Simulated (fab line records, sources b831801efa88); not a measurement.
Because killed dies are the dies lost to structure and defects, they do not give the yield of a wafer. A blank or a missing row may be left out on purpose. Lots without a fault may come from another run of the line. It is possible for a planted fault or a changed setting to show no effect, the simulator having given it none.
Which tool is to blame? / flow sky130 / Sampling: 14 lots, 40 wafers, 3 of 708 route steps

## WHAT THE GAUGES SHOWED, per wafer
SKY_LDD_HVN_TW_MEAS_10.
lot=L598; measured=day 20 01:47; on=film metro-04; LDD_HVN_TW=1442 1453 1445
lot=L599; measured=day 20 03:58; on=film metro-03; LDD_HVN_TW=1464 1456 1457
lot=L600; measured=day 20 23:46; on=film metro-02; LDD_HVN_TW=1434 1436 1439
lot=L601; measured=day 21 00:17; on=film metro-04; LDD_HVN_TW=1444 1446 1446
lot=L604; measured=day 22 08:47; on=film metro-02; LDD_HVN_TW=1453 1444 1443
lot=L605; measured=day 22 17:49; on=film metro-04; LDD_HVN_TW=1451 1443 1452
lot=L607; measured=day 24 17:31; on=film metro-02; LDD_HVN_TW=1435 1432 1442
lot=L609; measured=day 24 23:27; on=film metro-02; LDD_HVN_TW=1444 1433 1438
lot=L611; measured=day 25 21:22; on=film metro-03; LDD_HVN_TW=1453 1450 1452
lot=L614; measured=day 26 06:25; on=film metro-04; LDD_HVN_TW=1447 1442
lot=L615; measured=day 26 17:41; on=film metro-02; LDD_HVN_TW=1432 1429
lot=L617; measured=day 27 16:34; on=film metro-02; LDD_HVN_TW=1439 1437 1439
lot=L620; measured=day 28 05:02; on=film metro-04; LDD_HVN_TW=1450 1442 1449
lot=L621; measured=day 28 06:50; on=film metro-04; LDD_HVN_TW=1453 1444 1445

SKY_LDD_HVP_TW_MEAS_10.
lot=L598; measured=day 21 09:02; on=film metro-03; LDD_HVP_TW=462.6 461.9 461.7
lot=L599; measured=day 21 11:11; on=film metro-03; LDD_HVP_TW=459.9 458.9 461.5
lot=L600; measured=day 22 06:19; on=film metro-01; LDD_HVP_TW=463.2 460.3 457.3
lot=L601; measured=day 22 06:44; on=film metro-04; LDD_HVP_TW=459.7 461.5 461.9
lot=L604; measured=day 23 15:00; on=film metro-04; LDD_HVP_TW=458.6 458.3 459.5
lot=L605; measured=day 23 23:31; on=film metro-03; LDD_HVP_TW=461.6 462.6 461.8
lot=L607; measured=day 25 23:28; on=film metro-03; LDD_HVP_TW=461.4 461.0 459.9
lot=L609; measured=day 26 05:13; on=film metro-03; LDD_HVP_TW=465.2 461.5 461.0
lot=L611; measured=day 27 02:19; on=film metro-03; LDD_HVP_TW=466.0 465.2 464.4
lot=L614; measured=day 27 10:54; on=film metro-03; LDD_HVP_TW=464.2 462.9
lot=L615; measured=day 27 21:49; on=film metro-03; LDD_HVP_TW=461.8 464.3
lot=L617; measured=day 28 21:11; on=film metro-03; LDD_HVP_TW=464.3 462.1 462.6
lot=L620; measured=day 29 09:31; on=film metro-01; LDD_HVP_TW=460.2 460.1 460.5
lot=L621; measured=day 29 10:44; on=film metro-03; LDD_HVP_TW=460.7 460.6 461.8

SKY_LDD_LDN_OVL_MEAS_07.
lot=L598; measured=day 22 15:30; on=overlay-02; LDD_LDN_OVL (nm)=1.5 -0.3 -0.4
lot=L599; measured=day 22 17:16; on=overlay-02; LDD_LDN_OVL (nm)=-1.8 -2.7 0.6
lot=L600; measured=day 23 11:57; on=overlay-01; LDD_LDN_OVL (nm)=1.0 0.5 1.0
lot=L601; measured=day 23 12:46; on=overlay-02; LDD_LDN_OVL (nm)=0.8 -1.5 -0.3
lot=L604; measured=day 24 20:16; on=overlay-01; LDD_LDN_OVL (nm)=1.5 0.6 0.0
lot=L605; measured=day 25 05:07; on=overlay-02; LDD_LDN_OVL (nm)=-2.1 -1.2 -0.3
lot=L607; measured=day 27 04:04; on=overlay-02; LDD_LDN_OVL (nm)=0.0 0.2 -1.3
lot=L609; measured=day 27 09:51; on=overlay-01; LDD_LDN_OVL (nm)=0.2 -0.5 0.5
lot=L611; measured=day 28 06:16; on=overlay-01; LDD_LDN_OVL (nm)=1.6 1.7 0.9
lot=L614; measured=day 28 15:13; on=overlay-02; LDD_LDN_OVL (nm)=0.2 -1.2
lot=L615; measured=day 29 01:13; on=overlay-02; LDD_LDN_OVL (nm)=-0.6 2.0
lot=L617; measured=day 30 01:27; on=overlay-02; LDD_LDN_OVL (nm)=-0.6 -0.1 0.4
lot=L620; measured=day 30 13:09; on=overlay-02; LDD_LDN_OVL (nm)=-0.4 0.7 -0.4
lot=L621; measured=day 30 14:22; on=overlay-02; LDD_LDN_OVL (nm)=-1.1 -1.0 0.8

## EACH LOT AND THE TOOL THAT RAN IT (in order: tool; ch and the chambers of the sampled wafers; start)
The record shows no process step preceding these readings.

## WHAT THE TOOLS THEMSELVES READ (means of the sampled wafers that have a number; where no wafer has one, the mark that the record gives instead)
The record holds no such reading with a usual standard deviation.

## THE ANSWER, worked out from the rows above alone
Rule: what is usual is taken from the lots themselves. Put in order of their means at a reading, lots are off if they are a third of the lots or fewer, leave a main group of 4 or more, and stand apart from it by a gap of 3 or more times the standard deviation of the main group's means; of several such gaps the widest counts. If all means in a main group match to the digits the tables above print for the reading, that group is not used. A lot without any number at a reading at which 4 lots or more have one is off too. Where the step has rows for the other lots, those lots are counted as sound. After the gauges, taken in route order, come the tools' own readings; for these a lot's mean is taken, as printed above. At the first step where some lot is off, the reading lying furthest off is the one used; lots without a number count as furthest.
No lot is off at any reading shown: from this, nothing can be told.

## WHAT HAD BEEN PUT IN BY THE SIMULATOR
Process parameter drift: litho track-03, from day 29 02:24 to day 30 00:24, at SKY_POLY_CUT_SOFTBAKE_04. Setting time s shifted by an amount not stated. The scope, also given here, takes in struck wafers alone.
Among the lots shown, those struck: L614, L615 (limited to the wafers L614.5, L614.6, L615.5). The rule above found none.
